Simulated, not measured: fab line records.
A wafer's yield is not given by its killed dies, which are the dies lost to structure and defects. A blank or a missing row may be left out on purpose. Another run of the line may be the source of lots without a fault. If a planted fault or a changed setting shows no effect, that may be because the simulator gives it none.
What tool caused it? + flow sky130 + 36 wafers from 12 lots sampled at 4 of the route's 708 steps

== WHAT EACH GAUGE READ, for each wafer ==
SKY_FIELD_ISO_THK_MEAS_02.
| lot  | measured    | on           | FIELD_ISO_OXIDATION_00_THK (nm) |
|------|-------------|--------------|---------------------------------|
| L865 | day 1 11:39 | filmMetro-01 | 11.78 11.84 12.04               |
| L866 | day 1 17:06 | filmMetro-01 | 11.75 11.92 11.80               |
| L867 | day 1 22:01 | filmMetro-03 | 12.17 12.26 12.34               |
| L869 | day 2 09:38 | filmMetro-02 | 11.86 11.87 12.11               |
| L870 | day 2 14:11 | filmMetro-03 | 11.37 11.56 11.47               |
| L872 | day 2 23:40 | filmMetro-03 | 12.26 12.23 12.17               |
| L873 | day 3 03:39 | filmMetro-03 | 12.27 12.41 12.33               |
| L877 | day 4 01:04 | filmMetro-02 | 12.04 11.88 11.80               |
| L879 | day 4 10:25 | filmMetro-02 | 11.76 11.80 11.71               |
| L885 | day 5 19:38 | filmMetro-03 | 12.11 12.10 11.99               |
| L887 | day 6 02:52 | filmMetro-02 | 12.41 12.42 12.17               |
| L888 | day 6 07:23 | filmMetro-01 | 12.59 12.46 12.49               |

SKY_VT_ADJUST_LVTN_TW_MEAS_21.
| lot  | measured     | on           | VT_ADJUST_LVTN_2_TW |
|------|--------------|--------------|---------------------|
| L865 | day 7 19:29  | filmMetro-04 | 188.7 188.0 187.9   |
| L866 | day 8 07:22  | filmMetro-04 | 188.5 189.4 190.3   |
| L867 | day 8 09:55  | filmMetro-02 | 188.8 188.8 189.0   |
| L869 | day 8 19:42  | filmMetro-02 | 188.7 188.4 188.1   |
| L870 | day 9 05:06  | filmMetro-04 | 188.8 189.3 188.6   |
| L872 | day 9 20:41  | filmMetro-01 | 191.6 190.9 190.6   |
| L873 | day 10 01:28 | filmMetro-01 | 190.8 191.7 190.5   |
| L877 | day 11 04:22 | filmMetro-02 | 141.7 141.9 141.3   |
| L879 | day 11 21:38 | filmMetro-01 | 143.3 142.9 143.9   |
| L885 | day 13 12:31 | filmMetro-01 | 190.3 189.8 190.5   |
| L887 | day 14 10:43 | filmMetro-02 | 188.1 187.5 188.0   |
| L888 | day 14 12:39 | filmMetro-02 | 186.5 187.2 188.5   |

SKY_POLY_GATE_CD_MEAS_13 targets a cd of 150 nm.
| lot  | measured     | on       | cdNm (nm)         |
|------|--------------|----------|-------------------|
| L865 | day 16 09:59 | cdSem-02 | 147.8 148.2 148.6 |
| L866 | day 17 02:04 | cdSem-02 | 152.1 149.8 150.6 |
| L867 | day 17 04:47 | cdSem-02 | 149.2 149.1 149.8 |
| L869 | day 17 17:04 | cdSem-02 | 151.2 150.9 151.0 |
| L870 | day 18 21:16 | cdSem-01 | 151.3 151.0 151.8 |
| L872 | day 19 02:31 | cdSem-01 | 148.6 148.6 147.9 |
| L873 | day 19 08:34 | cdSem-01 | 150.3 150.7 151.0 |
| L877 | day 21 13:46 | cdSem-01 | 150.3 150.2 148.8 |
| L879 | day 21 20:37 | cdSem-01 | 151.0 151.9 152.4 |
| L885 | day 24 14:40 | cdSem-02 | 148.3 149.5 149.2 |
| L887 | day 24 15:37 | cdSem-01 | 149.9 149.1 149.5 |
| L888 | day 25 01:19 | cdSem-02 | 151.7 150.2 152.1 |

== TOOL THAT RAN EACH LOT (tool first, then ch and the chambers of the sampled wafers, then the start) ==
| lot  | SKY_VT_ADJUST_LVTN_IMPLANT_19   |
|------|---------------------------------|
| L865 | implanter-03 ch 0, day 7 19:16  |
| L866 | implanter-03 ch 0, day 8 07:07  |
| L867 | implanter-03 ch 0, day 8 09:41  |
| L869 | implanter-01 ch 0, day 8 19:27  |
| L870 | implanter-03 ch 0, day 9 04:51  |
| L872 | implanter-01 ch 0, day 9 20:26  |
| L873 | implanter-04 ch 0, day 10 01:14 |
| L877 | implanter-03 ch 0, day 11 04:08 |
| L879 | implanter-03 ch 0, day 11 21:23 |
| L885 | implanter-01 ch 0, day 13 12:16 |
| L887 | implanter-04 ch 0, day 14 10:29 |
| L888 | implanter-03 ch 0, day 14 12:25 |
- SKY_VT_ADJUST_LVTN_IMPLANT_19

== AS READ BY THE TOOLS THEMSELVES (means over the sampled wafers that have a number; for cases with no such wafer, the mark the record gives instead) ==
SKY_VT_ADJUST_LVTN_IMPLANT_19.
| lot  | tool         | doseIonsCm2 | faradayCurrentUA |
|------|--------------|-------------|------------------|
| L865 | implanter-03 | 6.497e+11   | 3.59             |
| L866 | implanter-03 | 6.492e+11   | 3.67             |
| L867 | implanter-03 | 6.493e+11   | 3.65             |
| L869 | implanter-01 | 6.497e+11   | 3.62             |
| L870 | implanter-03 | 6.503e+11   | 3.63             |
| L872 | implanter-01 | 6.506e+11   | 3.64             |
| L873 | implanter-04 | 6.504e+11   | 3.70             |
| L877 | implanter-03 | 2.302e+11   | 1.28             |
| L879 | implanter-03 | 2.324e+11   | 1.31             |
| L885 | implanter-01 | 6.509e+11   | 3.67             |
| L887 | implanter-04 | 6.498e+11   | 3.64             |
| L888 | implanter-03 | 6.502e+11   | 3.57             |

== THE ANSWER, worked out from the rows above alone ==
Rule: the usual values come from the lots themselves. Put in order of their means at a reading, lots are off if they are a third of the lots or fewer, leave a main group of 4 or more, and stand apart from it by a gap of 3 or more times the standard deviation of the main group's means; of several such gaps the widest counts. The tables above print the reading to a certain number of digits; a main group whose means all agree to those digits is not used. A lot without any number at a reading at which 4 lots or more have one is off too. All remaining lots with rows at the step are treated as sound. First the gauges in route order, then the tools' own readings, where a lot's mean is used as printed above. At the first step where some lot is off, the reading lying furthest off is the one used; lots without a number count as furthest.
Off: L877, L879, seen at SKY_VT_ADJUST_LVTN_TW_MEAS_21 (VT_ADJUST_LVTN_2_TW). For the main group the mean is 189.1 and the standard deviation 1.2.
A tool fits if, at a process step before that reading, it ran every lot that is off, and no sound lot after the first of them. Not tried: the gauges at SKY_VT_ADJUST_LVTN_TW_MEAS_21; whatever is off there is also off at SKY_VT_ADJUST_LVTN_IMPLANT_19, on other tools, and gauge error can't account for it. No candidate that was tried fits.

== WHAT THE SIMULATOR HAD PUT IN ==
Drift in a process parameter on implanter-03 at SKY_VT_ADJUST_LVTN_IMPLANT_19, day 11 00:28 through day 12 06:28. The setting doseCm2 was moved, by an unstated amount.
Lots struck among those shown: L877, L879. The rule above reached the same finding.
